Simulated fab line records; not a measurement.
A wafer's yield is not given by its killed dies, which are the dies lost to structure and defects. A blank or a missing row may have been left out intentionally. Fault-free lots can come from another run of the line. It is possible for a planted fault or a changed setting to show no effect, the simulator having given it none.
Comparing a struck lot with a sound one || flow gf180mcu || 23 out of 602 route steps
Sound: these wafers, L231.1, L231.2, L231.3. Struck: wafer L235.2. (L235.3 of the same lot was not struck and is left out.) The cause comes at the end.
For every step that has rows: the tool of each side, followed by ch and its chambers, followed by its first start. Under that, the readings that differ: sound wafers || struck wafers || difference of the means || sigmas: that difference in standard deviations of wafers without a fault.
alike: words and numbers the same on both sides, and readings whose means are apart by under 2 such deviations; not compared: readings that were withheld, readings missing a value for some wafer, numbers with overlapping values and no deviation given by the record, and bounds like >300 which may hide the same value.
The two part at a step that has a row with sigmas, a row that says differs or no value, or rows on one side only. Non-overlapping numbers with no deviation appear without sigmas and do not part them. Lack of a reading on every wafer of one side parts them only where that side has two or more wafers.

first, 1 step without rows for these wafers: GF_POLY_GATE_DEVELOP_09 (develop time 60 s).
GF_POLY_GATE_CD_MEAS_10: target cd 280 nm.
  sound: cd sem-02 at day 11 04:05; struck: cd sem-01 at day 12 13:56
  alike: cd nm
GF_POLY_GATE_OVL_MEAS_11:
  sound: overlay-02 at day 11 04:12; struck: overlay-01 at day 12 14:02
  alike: POLY_GATE_OVL
GF_POLY_GATE_ETCH_12: etches BARC in N2/H2.
  sound on rie diel-02 ch 0,1,3, day 11 04:14; struck on rie diel-02 ch 3, day 12 14:04
{"reading": "throttle valve pct (%)", "sound": "13.232 13.223 13.223", "struck": 13.210, "difference": -0.016, "sigmas": -2}
  alike: drypump motor current A, oes product au
GF_POLY_GATE_ETCH_13: etches poly-Si in HBr/Cl2, stops on SiO2, target depth 198.5 nm, time 69.6 s.
  sound on rie si-02 ch 0,2,3, day 11 04:17; struck on rie si-02 ch 2, day 12 14:07
{"reading": "rf hours counter h (h)", "sound": "5 17 65", "struck": 66, "difference": "+37", "sigmas": ""}
  alike: drypump motor current A, he backside leak sccm, oes product au, throttle valve pct
GF_POLY_GATE_STRIP_14: strips in O2/N2.
  sound on plasma asher-04 ch 0,1, day 11 04:20; struck on plasma asher-04 ch 1, day 12 14:11
{"reading": "oes product au (a.u.)", "sound": "0.513 0.507 0.501", "struck": 0.495, "difference": -0.012, "sigmas": -3}
  alike: drypump motor current A, heater power w
  not compared: rf hours counter h
then, 2 steps without rows for these wafers: GF_POLY_GATE_CLEAN_15 (cleans in SC1/SC2, time 150 s); GF_POLY_GATE_OXIDATION_16 (stabilise 600 s, purge 300 s, target thk 4 nm).
GF_POLY_GATE_THK_MEAS_17:
  sound: film metro-02 at day 11 05:44; struck: film metro-02 at day 12 15:35
  alike: POLY_GATE_OXIDATION_THK
GF_POLY_GATE_CD_MEAS_18:
  sound: cd sem-02 at day 11 05:48; struck: cd sem-01 at day 12 15:40
  alike: cd nm
then, 2 steps without rows for these wafers: GF_HV_LDD_DEHYDRATE_00 (time 60 s); GF_HV_LDD_HMDS_01 (prime time 60 s).
GF_HV_LDD_COAT_02: resist thk 1000 nm.
  sound on litho track-01 ch 0, day 11 14:59; struck on litho track-01 ch 0, day 13 00:49
{"reading": "model.NOVOLAK_of_HV_LDD_COAT_02.thk nm (nm)", "sound": "999.2 999 999.2", "struck": 720.8, "difference": -278.3, "sigmas": ""}
then, 3 steps without rows for these wafers: GF_HV_LDD_SOFTBAKE_03 (time 60 s); GF_HV_LDD_EXPOSE_04 (exposes mask Nplus LV AREA, target cd 400 nm); GF_HV_LDD_PEB_05.
GF_HV_LDD_DEVELOP_06: develop time 60 s.
  sound on litho track-01 ch 0, day 12 00:11; struck on litho track-03 ch 0, day 13 10:47
{"reading": "model.NOVOLAK_of_HV_LDD_COAT_02.thk nm (nm)", "sound": "998.8 998.6 998.8", "struck": 720.4, "difference": -278.3, "sigmas": ""}
GF_HV_LDD_CD_MEAS_07: target cd 400 nm.
  sound: cd sem-02 at day 12 00:20; struck: cd sem-01 at day 13 10:56
{"reading": "cd nm (nm)", "sound": "401.2 401.1 400.9", "struck": 430.2, "difference": "+29.1", "sigmas": "+14"}
GF_HV_LDD_OVL_MEAS_08:
  sound: overlay-02 at day 12 00:27; struck: overlay-02 at day 13 11:02
  alike: HV_LDD_OVL
following that, these wafers have no rows for 1 step: GF_HV_LDD_IMPLANT_09.
GF_HV_LDD_STRIP_10: strips in O2/N2.
  sound on plasma asher-04 ch 0,1, day 12 00:38; struck on plasma asher-02 ch 1, day 13 11:13
{"reading": "oes product au (a.u.)", "sound": "0.710 0.720 0.715", "struck": 0.624, "difference": -0.091, "sigmas": -19}
{"reading": "strip time to endpoint s (s)", "sound": "12.62 12.60 12.61", "struck": 9.35, "difference": -3.26, "sigmas": "-99 or more"}
  alike: drypump motor current A, heater power w
  not compared: rf hours counter h
GF_HV_LDD_TW_MEAS_11:
  sound: film metro-04 at day 12 00:44; struck: film metro-04 at day 13 11:20
  alike: HV_LDD_TW
GF_PASSIVATION_PROBE_99:
  the record has rows for the sound wafers here (prober-01, day 31 01:22) and none for the struck ones

WHERE THEY PART
Last at GF_PASSIVATION_PROBE_99 as far as this record goes, first at GF_POLY_GATE_ETCH_12.

WHY: the cause the simulator had injected
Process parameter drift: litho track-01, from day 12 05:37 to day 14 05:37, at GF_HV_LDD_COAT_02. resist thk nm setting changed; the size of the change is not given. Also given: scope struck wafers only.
